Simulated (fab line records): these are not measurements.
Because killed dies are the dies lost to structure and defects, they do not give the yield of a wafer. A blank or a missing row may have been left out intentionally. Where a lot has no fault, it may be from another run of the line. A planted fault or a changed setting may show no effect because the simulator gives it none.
fab line records    flow sfqLine
record lots=6  wafers=18  lastDay=85
route steps=325 shown L0@4 L0V@16 M0@28
lots with no fault: from the same line, run without faults
startH: hours from the record's first day to the start of the lot's first wafer shown    waitH: how many hours have passed since the lot's step before this one    " same as the row above    L1.1+2: a row that stands for several wafers    - no value present, or no start provided    * or withheld: withheld    < > ~ a bound
route shown NAME@n: a module of which the file shows steps, and the number in the route of the first    usual: the fault-free wafers' mean and standard deviation    same: alike in all rows    chamber/n: place in a boat    sites: each site's reading    _std_site: standard deviation of those values    _edge_site: mean of outer sites minus mean of inner sites    radiusMm: how far each site lies from the wafer's centre    mask NAME#n: copy n    behind: tool/chamber where the wafer was last shaped    hold: why the lot went on hold/how many hours it stayed there/how the hold came to an end    device: transistor that didn't switch, given as n, p or np    end of line: at the end of the route, the tests of the same wafers    a step without rows: its recipe alone    killed: count of dies lost to structure and defects at first sort (not the wafer's yield)    map: dies across one wafer; x = killed, . = not, _ = none there
set.NAME: the setting as run; set.NAME@STEP: as run at that earlier step    model.NAME: the simulator's own value behind a step, which no gauge read
a table for each step, a row for each wafer; lots at some steps of the route
services: from which hour (startH, from the record's first day; less than 0 if before it) a tool's chamber was out of use, for how many hours, and why
## steps
# step SFQ_L0_RS_MEAS_901
# recipe thkMeasGauge=four-point-probe  reads=MoNx_KI_of_TRILAYER_L0_DEP_SPUTTER_003
# usual L0_MONX_KI_RS=43.5/0.61
lot.wafer  tool          chamber  startH  waitH  L0_MONX_KI_RS[ohm/sq]
L224.1     filmMetro-02  -        42.56   0.0    44.2
L224.3     "             -        "       "      44.4
L224.5     "             -        "       "      43.4
L225.1     filmMetro-02  -        47.56   0.0    43.0
L225.3     "             -        "       "      42.6
L225.5     "             -        "       "      42.8
L227.1     filmMetro-01  -        57.56   0.0    44.0
L227.2     "             -        "       "      43.4
L227.4     "             -        "       "      43.0
L228.1     filmMetro-01  -        62.56   0.0    44.1
L228.2     "             -        "       "      44.5
L228.6     "             -        "       "      43.9
L233.2     filmMetro-01  -        87.59   0.1    43.8
L233.4     "             -        "       "      43.5
L233.5     "             -        "       "      43.8
L235.2     filmMetro-01  -        97.58   0.1    44.3
L235.5     "             -        "       "      42.8
L235.6     "             -        "       "      43.9
# step SFQ_L0_THK_MEAS_902
# recipe thkMeasGauge=xrf  reads=MoNx_KI_of_TRILAYER_L0_DEP_SPUTTER_003
# usual L0_MONX_KI_THK=40.5/0.6
lot.wafer  tool          chamber  startH  waitH  L0_MONX_KI_THK[nm]
L224.1     filmMetro-02  -        42.68   0.1    40.1
L224.3     "             -        "       "      39.6
L224.5     "             -        "       "      40.4
L225.1     filmMetro-02  -        47.68   0.1    41.0
L225.3     "             -        "       "      41.4
L225.5     "             -        "       "      41.2
L227.1     filmMetro-01  -        57.68   0.1    40.1
L227.2     "             -        "       "      40.6
L227.4     "             -        "       "      41.2
L228.1     filmMetro-01  -        62.68   0.1    40.0
L228.2     "             -        "       "      39.7
L228.6     "             -        "       "      40.2
L233.2     filmMetro-01  -        87.70   0.1    40.4
L233.4     "             -        "       "      40.9
L233.5     "             -        "       "      40.1
L235.2     filmMetro-01  -        97.69   0.1    40.0
L235.5     "             -        "       "      41.5
L235.6     "             -        "       "      39.9
# step SFQ_TRILAYER_L0_LITHO_COAT_010
# recipe resist=BARC  spinRpm=3000  resistThkNm=62
# step SFQ_TRILAYER_L0_LITHO_COAT_005
# recipe resist=KrF  spinRpm=3000  resistThkNm=600
# step SFQ_TRILAYER_L0_LITHO_SOFTBAKE_009
# recipe tempC=withheld  timeS=withheld  resist=KrF
# step SFQ_TRILAYER_L0_LITHO_EXPOSE_006
# recipe maskId=L0  na=0.6  sourceShape=conventional  sigmaOuter=0.65  targetCdNm=2000  doseMj=14.4
# step SFQ_TRILAYER_L0_LITHO_PEB_008
# recipe pebTempC=115  pebTimeS=60  resist=KrF
# step SFQ_TRILAYER_L0_LITHO_DEVELOP_007
# recipe timeS=60  resist=KrF
# step SFQ_TRILAYER_L0_BARC_OPEN_METAL_ETCH_010
# recipe maskMaterial=PR  chemistry=O2  targetDepthNm=125  target=BARC  icpW=600  biasW=80  pressureMtorr=10  timeS=41.7
# usual biasW=80.06/0.21  drypumpMotorCurrentA=5.7/0.35  heBacksideLeakSccm=3.4/0.4  oesProductAu=0.685/0.0052
lot.wafer  tool         chamber  startH  waitH  biasW  drypumpMotorCurrentA  heBacksideLeakSccm  oesProductAu  rfHoursCounterH
L224.1     rieMetal-04  0        117.78  0.1    80.03  5.0                   3.3                 0.688         91
L224.3     "            0        "       "      79.75  5.0                   3.4                 0.676         -
L224.5     "            0        "       "      79.75  5.0                   3.4                 0.681         -
L225.1     rieMetal-04  0        123.78  0.1    80.15  5.0                   3.1                 0.692         93
L225.3     "            0        "       "      80.63  5.0                   3.0                 0.689         -
L225.5     "            0        "       "      80.20  5.0                   3.2                 0.682         -
L227.1     rieMetal-04  0        135.78  0.1    80.28  5.0                   3.2                 0.689         96
L227.2     "            1        "       "      80.06  5.8                   3.1                 0.684         9
L227.4     "            0        "       "      80.24  5.0                   3.2                 0.680         -
L228.1     rieMetal-03  1        140.58  0.1    80.24  6.0                   3.6                 0.676         13
L228.2     "            0        "       "      79.89  5.9                   3.6                 0.684         133
L228.6     "            1        "       "      80.38  5.9                   3.6                 0.695         -
L233.2     rieMetal-03  0        166.06  0.1    80.15  5.9                   3.6                 0.690         138
L233.4     "            0        "       "      79.97  5.9                   3.7                 0.686         -
L233.5     "            1        "       "      80.12  6.0                   3.6                 0.670         -
L235.2     rieMetal-04  0        174.46  0.1    79.84  5.0                   3.0                 0.682         103
L235.5     "            1        "       "      80.21  5.8                   3.0                 0.683         -
L235.6     "            0        "       "      79.95  5.0                   3.4                 0.689         -
# step SFQ_TRILAYER_L0_ETCH_METAL_ETCH_008
# recipe target=MoNx_KI  stopOn=SiO2  maskMaterial=PR  chemistry=SF6/O2  targetDepthNm=50  icpW=600  biasW=80  pressureMtorr=10  timeS=25
# usual biasW=79.97/0.25  drypumpMotorCurrentA=5.7/0.35  heBacksideLeakSccm=3.47/0.28  oesProductAu=0.873/0.009
lot.wafer  tool         chamber  startH  waitH  biasW  drypumpMotorCurrentA  heBacksideLeakSccm  oesProductAu  rfHoursCounterH
L224.1     rieMetal-04  0        117.90  0.1    79.65  5.0                   3.30                0.869         91
L224.3     "            0        "       "      79.99  5.0                   3.13                0.866         -
L224.5     "            0        "       "      79.63  5.0                   3.48                0.873         -
L225.1     rieMetal-04  0        123.90  0.1    79.60  5.0                   3.20                0.884         93
L225.3     "            0        "       "      79.77  5.0                   3.25                0.881         -
L225.5     "            0        "       "      80.00  5.0                   3.46                0.881         -
L227.1     rieMetal-04  0        135.84  0.0    80.05  5.0                   3.11                0.864         96
L227.2     "            1        "       "      79.88  5.8                   3.14                0.870         9
L227.4     "            0        "       "      79.66  5.0                   3.04                0.886         -
L228.1     rieMetal-03  1        140.64  0.0    80.07  5.9                   3.50                0.858         13
L228.2     "            0        "       "      79.91  5.9                   3.62                0.864         133
L228.6     "            1        "       "      79.92  6.0                   3.50                0.869         -
L233.2     rieMetal-03  0        166.12  0.0    79.97  5.9                   3.54                0.873         138
L233.4     "            0        "       "      80.31  6.0                   3.60                0.871         -
L233.5     "            1        "       "      80.30  6.0                   3.77                0.866         -
L235.2     rieMetal-04  0        174.52  0.0    80.41  5.0                   3.48                0.862         103
L235.5     "            1        "       "      79.62  5.8                   3.14                0.885         -
L235.6     "            0        "       "      79.93  5.0                   3.47                0.862         -
# step SFQ_TRILAYER_L0_STRIP_STRIP_009
# recipe gas=O2  powerW=200  platenTempC=40  overashFraction=0.65  chemistry=O2  pressureMtorr=50
# usual drypumpMotorCurrentA=5.7/0.35  heBacksideLeakSccm=3.5/0.36  oesProductAu=0.997/0.015
lot.wafer  tool         chamber  startH  waitH  drypumpMotorCurrentA  heBacksideLeakSccm  oesProductAu  rfHoursCounterH
L224.1     rieMetal-04  0        117.99  0.1    5.0                   3.1                 1.007         91
L224.3     "            0        "       "      5.0                   2.9                 0.998         -
L224.5     "            0        "       "      5.0                   3.2                 0.994         -
L225.1     rieMetal-04  0        123.99  0.1    5.0                   3.3                 1.004         93
L225.3     "            0        "       "      5.0                   3.2                 1.006         -
L225.5     "            0        "       "      5.0                   3.1                 1.005         -
L227.1     rieMetal-04  0        135.89  0.0    5.0                   3.3                 1.010         96
L227.2     "            1        "       "      5.8                   3.1                 0.998         9
L227.4     "            0        "       "      5.0                   3.2                 1.013         -
L228.1     rieMetal-03  1        140.69  0.0    6.0                   3.5                 1.018         13
L228.2     "            0        "       "      5.9                   3.7                 0.985         133
L228.6     "            1        "       "      6.0                   3.5                 1.009         -
L233.2     rieMetal-03  0        166.16  0.0    5.9                   3.6                 0.988         138
L233.4     "            0        "       "      5.9                   3.6                 0.989         -
L233.5     "            1        "       "      6.0                   3.6                 1.008         -
L235.2     rieMetal-04  0        174.56  0.0    5.0                   3.1                 1.019         103
L235.5     "            1        "       "      5.8                   3.0                 1.013         -
L235.6     "            0        "       "      5.0                   3.2                 1.016         -
# step SFQ_TRILAYER_L0_STRIP_SOLV_CLEAN_010
# recipe chemistry=NMP  tempC=70  timeS=600
# step SFQ_TRILAYER_L0_CAP_PECVD_011
# recipe material=SiO2  tempC=150  timeS=13.333  pressureTorr=2.4  rfW=183.3  precursor=SiH4/N2O  targetThkNm=60
# usual heaterPowerW=84/15  throttleValvePct=24.9/1.1
lot.wafer  tool      chamber  startH  waitH  heaterPowerW  throttleValvePct  model.SiO2_of_TRILAYER_L0_CAP_PECVD_011.thkNm
L224.1     pecvd-03  1        119.37  0.0    123           25.7              59.88
L224.3     "         0        "       "      72            25.4              59.51
L224.5     "         0        "       "      72            25.6              60.56
L225.1     pecvd-01  1        125.37  0.0    95            24.0              59.67
L225.3     "         0        "       "      64            24.4              59
L225.5     "         2        "       "      66            24.8              59.93
L227.1     pecvd-01  0        136.66  0.0    74            24.4              60.01
L227.2     "         1        "       "      95            23.9              59.59
L227.4     "         1        "       "      96            23.8              60.9
L228.1     pecvd-04  1        141.46  0.0    87            24.7              60.63
L228.2     "         2        "       "      69            24.8              58.72
L228.6     "         2        "       "      71            24.8              59.96
L233.2     pecvd-01  0        166.94  0.0    66            24.3              60.07
L233.4     "         2        "       "      68            24.6              38.97
L233.5     "         0        "       "      69            24.3              60.68
L235.2     pecvd-01  2        175.34  0.0    79            25.0              39.6
L235.5     "         1        "       "      95            23.8              61.77
L235.6     "         0        "       "      69            24.1              60.59
# step SFQ_TRILAYER_L0_VIA_LITHO_COAT_018
# recipe resist=BARC  spinRpm=3000  resistThkNm=62
# step SFQ_TRILAYER_L0_VIA_LITHO_COAT_013
# recipe resist=KrF  spinRpm=3000  resistThkNm=650
# step SFQ_TRILAYER_L0_VIA_LITHO_SOFTBAKE_017
# recipe tempC=withheld  timeS=withheld  resist=KrF
# step SFQ_TRILAYER_L0_VIA_LITHO_EXPOSE_014
# recipe maskId=L0V  na=0.6  sourceShape=conventional  sigmaOuter=0.65  targetCdNm=700  doseMj=21.3
# step SFQ_TRILAYER_L0_VIA_LITHO_PEB_016
# recipe pebTempC=115  pebTimeS=60  resist=KrF
# step SFQ_TRILAYER_L0_VIA_LITHO_DEVELOP_015
# recipe timeS=60  resist=KrF
# step SFQ_L0V_OVL_MEAS_903
# usual L0V_OVL=-2/6.1
lot.wafer  tool        chamber  startH  waitH  L0V_OVL[nm]
L224.1     overlay-02  -        131.26  0.1    7
L224.3     "           -        "       "      7
L224.5     "           -        "       "      11
L225.1     overlay-01  -        137.26  0.1    -1
L225.3     "           -        "       "      -1
L225.5     "           -        "       "      3
L227.1     overlay-01  -        212.66  0.1    4
L227.2     "           -        "       "      3
L227.4     "           -        "       "      3
L228.1     overlay-02  -        221.06  0.1    7
L228.2     "           -        "       "      -4
L228.6     "           -        "       "      2
L233.2     overlay-01  -        256.24  0.1    -3
L233.4     "           -        "       "      -1
L233.5     "           -        "       "      -5
L235.2     overlay-02  -        264.64  0.1    -8
L235.5     "           -        "       "      2
L235.6     "           -        "       "      -2
# step SFQ_TRILAYER_L0_VIA_BARC_OPEN_VIA_ETCH_021
# recipe maskMaterial=PR  chemistry=O2  targetDepthNm=125  target=BARC  sourceW=500  biasW=80  pressureMtorr=30  timeS=41.7
# usual biasW=80.02/0.21  drypumpMotorCurrentA=5.9/0.52  oesProductAu=0.685/0.0044
lot.wafer  tool        chamber  startH  waitH  biasW  drypumpMotorCurrentA  oesProductAu  rfHoursCounterH
L224.1     rieDiel-04  0        131.29  0.0    79.93  5.3                   0.676         127
L224.3     "           1        "       "      79.73  6.0                   0.682         144
L224.5     "           1        "       "      80.16  6.0                   0.690         -
L225.1     rieDiel-03  0        137.29  0.0    79.67  6.1                   0.687         1
L225.3     "           3        "       "      80.28  6.3                   0.687         117
L225.5     "           2        "       "      80.08  6.7                   0.683         -
L227.1     rieDiel-04  3        212.69  0.0    80.15  5.4                   0.689         139
L227.2     "           1        "       "      79.96  6.0                   0.684         145
L227.4     "           0        "       "      79.93  5.3                   0.691         129
L228.1     rieDiel-04  0        221.09  0.0    80.28  5.3                   0.682         129
L228.2     "           1        "       "      79.99  6.0                   0.684         145
L228.6     "           0        "       "      80.70  5.4                   0.676         -
L233.2     rieDiel-02  1        256.27  0.0    79.96  4.9                   0.685         71
L233.4     "           3        "       "      79.97  5.5                   0.691         105
L233.5     "           1        "       "      80.07  4.9                   0.684         -
L235.2     rieDiel-02  1        264.67  0.0    80.04  5.0                   0.687         71
L235.5     "           3        "       "      79.97  5.5                   0.689         -
L235.6     "           0        "       "      79.88  5.6                   0.687         -
# step SFQ_TRILAYER_L0_VIA_ETCH_VIA_ETCH_016
# recipe target=SiO2  stopOn=MoNx_KI  maskMaterial=PR  chemistry=CHF3  targetDepthNm=80  sourceW=500  biasW=80  pressureMtorr=30  timeS=withheld
# usual biasW=80.00/0.24  drypumpMotorCurrentA=5.9/0.52  oesProductAu=0.843/0.0087
lot.wafer  tool        chamber  startH  waitH  biasW  drypumpMotorCurrentA  oesProductAu  model.L0V.featureDepthNm  model.etch.depthNm
L224.1     rieDiel-04  0        131.33  0.0    79.38  5.3                   0.838         59.88                     59.88
L224.3     "           1        "       "      80.19  6.0                   0.843         59.51                     59.51
L224.5     "           1        "       "      79.99  6.0                   0.846         60.56                     60.56
L225.1     rieDiel-03  0        137.33  0.0    79.85  6.1                   0.835         59.67                     59.67
L225.3     "           3        "       "      79.99  6.3                   0.829         59                        59
L225.5     "           2        "       "      80.04  6.7                   0.830         59.93                     59.93
L227.1     rieDiel-04  3        212.73  0.0    80.06  5.4                   0.831         60.01                     60.01
L227.2     "           1        "       "      80.10  6.0                   0.837         59.59                     59.59
L227.4     "           0        "       "      80.40  5.3                   0.850         60.9                      60.9
L228.1     rieDiel-04  0        221.13  0.0    79.94  5.3                   0.851         60.63                     60.63
L228.2     "           1        "       "      79.94  6.0                   0.827         58.72                     58.72
L228.6     "           0        "       "      79.68  5.3                   0.837         59.96                     59.96
L233.2     rieDiel-02  1        256.31  0.0    79.62  4.9                   0.852         60.07                     60.07
L233.4     "           3        "       "      80.61  5.5                   0.685         38.97                     38.97
L233.5     "           1        "       "      79.38  5.0                   0.855         60.68                     60.68
L235.2     rieDiel-02  1        264.71  0.0    79.75  5.0                   0.681         39.6                      39.6
L235.5     "           3        "       "      80.21  5.5                   0.857         61.77                     61.77
L235.6     "           0        "       "      80.03  5.6                   0.845         60.59                     60.59
# step SFQ_TRILAYER_L0_VIA_STRIP_STRIP_017
# recipe gas=O2  powerW=200  platenTempC=40  overashFraction=0.65  chemistry=O2  pressureMtorr=50
# step SFQ_TRILAYER_L0_VIA_STRIP_SOLV_CLEAN_018
# recipe chemistry=NMP  tempC=70  timeS=600
# step SFQ_TRILAYER_M0_DEP_PRE_CLEAN_020
# recipe gas=Ar  timeS=15  biasV=250
lot.wafer  tool           chamber  startH  waitH  model.SiO2_of_TRILAYER_L0_CAP_PECVD_011.thkNm
L224.1     pvdSputter-05  -        132.15  0.0    54.88
L224.3     "              -        "       "      54.51
L224.5     "              -        "       "      55.56
L225.1     pvdSputter-04  -        138.15  0.0    54.67
L225.3     "              -        "       "      54
L225.5     "              -        "       "      54.93
L227.1     pvdSputter-06  -        213.55  0.0    55.01
L227.2     "              -        "       "      54.59
L227.4     "              -        "       "      55.9
L228.1     pvdSputter-04  -        221.95  0.0    55.63
L228.2     "              -        "       "      53.72
L228.6     "              -        "       "      54.96
L233.2     pvdSputter-05  -        257.73  0.0    55.07
L233.4     "              -        "       "      33.97
L233.5     "              -        "       "      55.68
L235.2     pvdSputter-06  -        265.53  0.0    34.6
L235.5     "              -        "       "      56.77
L235.6     "              -        "       "      55.59
# step SFQ_TRILAYER_M0_DEP_SPUTTER_019
# recipe material=Nb  basePressurePa=1.33e-06  chamberPressurePa=0.1333  substrateTempC=20  resputterCathodeVoltageV=400  targetThkNm=200  powerW=2000  timeS=133.3
# usual basePressurePa=1.33e-06/1.1e-07  substrateTempC=20.00/0.1  throttleValvePct=30.0/1.4
lot.wafer  tool           chamber  startH  waitH  basePressurePa  substrateTempC  throttleValvePct
L224.1     pvdSputter-05  -        132.18  0.0    1.39e-06        20.08           30.7
L224.3     "              -        "       "      1.24e-06        19.87           31.9
L224.5     "              -        "       "      1.48e-06        19.99           29.4
L225.1     pvdSputter-04  -        138.18  0.0    1.35e-06        19.84           31.1
L225.3     "              -        "       "      1.35e-06        20.07           29.1
L225.5     "              -        "       "      1.2e-06         20.02           29.9
L227.1     pvdSputter-06  -        213.58  0.0    1.18e-06        19.96           29.9
L227.2     "              -        "       "      1.3e-06         19.99           30.2
L227.4     "              -        "       "      1.28e-06        20.01           29.7
L228.1     pvdSputter-04  -        221.98  0.0    1.34e-06        20.01           31.5
L228.2     "              -        "       "      1.34e-06        19.81           29.5
L228.6     "              -        "       "      1.05e-06        20.06           32.3
L233.2     pvdSputter-05  -        257.75  0.0    1.34e-06        19.73           29.4
L233.4     "              -        "       "      1.3e-06         20.21           30.8
L233.5     "              -        "       "      1.42e-06        20.14           30.7
L235.2     pvdSputter-06  -        265.55  0.0    1.12e-06        19.85           26.9
L235.5     "              -        "       "      1.26e-06        19.94           30.4
L235.6     "              -        "       "      1.32e-06        19.93           27.4
## services
tool           chamber  startH  hours  kind
pecvd-03       -        103.04  6.0    pm
pvdSputter-04  -        110.34  0.5    repair
rieDiel-02     0        112.85  1.3    repair
pecvd-04       -        122.34  1.0    repair
rieDiel-04     2        124.29  16.7   repair
pecvd-04       -        132.83  1.6    repair
rieDiel-02     0        133.79  2.4    repair
pecvd-04       0        135.51  7.2    repair
rieDiel-04     0        140.51  4.0    repair
rieDiel-02     1        164.86  5.9    repair
rieDiel-04     1        181.61  4.5    repair
rieDiel-02     0        186.82  5.8    repair
pecvd-04       -        194.25  14.0   pm
rieDiel-04     1        194.41  12.3   repair
pvdSputter-05  -        195.40  3.0    repair
pecvd-04       0        201.10  7.1    repair
rieMetal-04    0        201.53  88.1   repair
pecvd-01       1        213.51  5.8    repair
pvdSputter-06  -        217.73  7.5    repair
pecvd-03       1        225.47  2.3    repair
rieDiel-03     1        225.50  9.2    repair
pecvd-01       -        229.70  5.5    pm
rieMetal-04    -        243.03  2.8    pm
rieDiel-03     2        251.69  12.7   repair
## key
firstSign step=SFQ_TRILAYER_L0_VIA_ETCH_VIA_ETCH_016  reading=oesProductAu  direction=down  sigmas=18  usual=0.843  struck=0.683
effect none on later readings
modelEffect step=SFQ_TRILAYER_L0_CAP_PECVD_011  value=SiO2_of_TRILAYER_L0_CAP_PECVD_011.thkNm  without=59.74  struck=39.29
modelEffect step=SFQ_TRILAYER_L0_VIA_ETCH_VIA_ETCH_016  value=L0V.featureDepthNm  without=59.74  struck=39.29
modelEffect step=SFQ_TRILAYER_M0_DEP_PRE_CLEAN_020  value=SiO2_of_TRILAYER_L0_CAP_PECVD_011.thkNm  without=54.74  struck=34.29
metAt SFQ_TRILAYER_L0_CAP_PECVD_011
struckWafers L233.4,L235.2
onsetBetween 125.37 166.94
fault kind=processParameterDrift  tool=pecvd-01  chamber=2  onsetH=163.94  steps=SFQ_TRILAYER_L0_CAP_PECVD_011  channel=targetThkNm  offset=-20.452  shape=step  endH=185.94  actsIn=theseRecipesOnly  stated=60
